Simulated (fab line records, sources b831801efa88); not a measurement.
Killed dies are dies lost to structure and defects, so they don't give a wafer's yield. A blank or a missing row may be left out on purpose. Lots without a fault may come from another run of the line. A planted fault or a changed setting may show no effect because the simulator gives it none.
Chamber matching | flow sky130 | SKY_FIELD_ISO_ETCH_14 on rie_diel-02: 4 sister chambers
The step etches BARC in N2/H2, stops on SiO2, time 45.9 s, target depth 60 nm. 4 wafers are shown with their chamber, then 9 later ones without.

WAFERS WITH THEIR CHAMBER
wafer  | chamber | oes_product_au (a.u.)
L077.5 | 3       | 0.850
L084.1 | 2       | 0.856
L087.1 | 0       | 0.859
L087.6 | 1       | 0.856

WAFERS WITHOUT THEIR CHAMBER
wafer  | oes_product_au (a.u.)
L091.3 | 0.852
L091.4 | 0.856
L091.5 | 0.860
L095.1 | 0.843
L095.2 | 0.851
L095.4 | 0.857
L097.1 | 0.851
L097.4 | 0.854
L097.6 | 0.854

WHICH CHAMBER EACH WENT THROUGH
wafer  | from the rows above               | in truth
L091.3 | can't be placed: 3 or 1 or 2 or 0 | 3
L091.4 | can't be placed: 1 or 2 or 0      | 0
L091.5 | can't be placed: 0 or 1 or 2      | 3
L095.1 | 3                                 | 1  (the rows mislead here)
L095.2 | can't be placed: 3 or 1 or 2      | 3
L095.4 | can't be placed: 1 or 2 or 0      | 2
L097.1 | can't be placed: 3 or 1 or 2      | 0
L097.4 | can't be placed: 1 or 2 or 3 or 0 | 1
L097.6 | can't be placed: 1 or 2 or 3 or 0 | 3
Placed correctly: 0 of 9. Can't be placed from these rows: 8 (the true chamber is among the candidates in 6). Placed wrongly: 1.
How it was worked out, from the rows above alone: a wafer's distance from a chamber is the root of the sum, over the readings, of the square of ((its reading less the chamber's mean) divided by the reading's scatter). The wafer belongs to the nearest chamber; if the next one is less than 2 further off, it can't be placed. A chamber's mean is the mean of its shown wafers. The scatter: with one shown wafer a chamber, the root of the mean of the squares of how far each hidden wafer lies from its nearest shown one.
